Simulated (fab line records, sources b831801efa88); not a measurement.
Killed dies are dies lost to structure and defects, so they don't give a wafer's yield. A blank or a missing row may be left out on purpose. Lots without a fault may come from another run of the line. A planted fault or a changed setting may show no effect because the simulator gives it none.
Problem report in the 8D (eight disciplines) form, filled by code | flow gf180mcu | the parts of the form that need people (team, actions taken, sign-off) are left out

1. THE PROBLEM
PSD_OVL at GF_PSD_OVL_MEAS_08 reads a mean of -92.6 nm on 12 wafers of 4 lots; wafers without a fault read 0.3 nm with a standard deviation of 1.2. That is -77 standard deviations from the usual mean.
First seen on wafer L316.1, day 18 20:49, on overlay-01. The record holds 42 wafers of 14 lots with a number at this step. Rule for "out", or "out of limits": more than 4 standard deviations from the usual mean. The other wafers with a number count as sound.

2. WHAT IT IS AND WHAT IT IS NOT
question                    | is                     | is not
which readings at this step | PSD_OVL                | -
which lots                  | L316, L317, L319, L325 | L307, L308, L309, L310, L312, L313, L314, L315, L322, L326
which wafers of those lots  | all that have a number | -
read on which gauges        | overlay-01, overlay-02 | -
when                        | from day 18 20:49      | up to then (24 sound wafers); but 6 sound wafers of L322, L326 came after

3. SUSPECTS, AND WHAT RULES EACH OUT
Counting: a tool at a process step up to the reading stays a suspect if it ran every lot that is out and no sound lot after the first of them.
- the gauge at GF_PSD_OVL_MEAS_08: ruled out. The wafers that are out were read on 2 gauges (overlay-01, overlay-02).
- iline_stepper-02 at GF_PSD_EXPOSE_04 (exposes mask Pplus, target cd 400 nm): kept. It ran every lot that is out, first L316 (day 18 08:37), and no sound lot after that; its last sound lot up to then is L315 (day 18 01:00).
Left after counting: iline_stepper-02 at GF_PSD_EXPOSE_04.

4. THE CAUSE (what the simulator had put in)
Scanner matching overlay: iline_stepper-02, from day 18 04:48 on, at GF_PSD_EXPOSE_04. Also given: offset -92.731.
Counting left only this tool.

5. THE CHAIN OF EFFECTS, in route order
Each row: a reading whose mean over the struck wafers that have a number lies more than 3 standard deviations from the usual. Only readings for which the record gives a usual standard deviation are gone through. hours: the time from each lot's start at the first step in this table that gives one to its start at this step, as a median over the lots. sigmas: the change in usual standard deviations.
hours | step               | reading | usual  | on struck wafers | change | sigmas
0     | GF_PSD_OVL_MEAS_08 | PSD_OVL | 0.3 nm | -92.6            | -92.9  | -77

6. WHAT WOULD HAVE CAUGHT IT SOONER
In this record the first reading out of limits at a measuring or inspecting step was taken at day 18 20:49, 16 hours after the fault began at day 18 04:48.
Of the lots that are out (4), L319, L325 began GF_PSD_EXPOSE_04 on iline_stepper-02 after day 18 20:49. A hold on the tool at that time would have spared those 2.
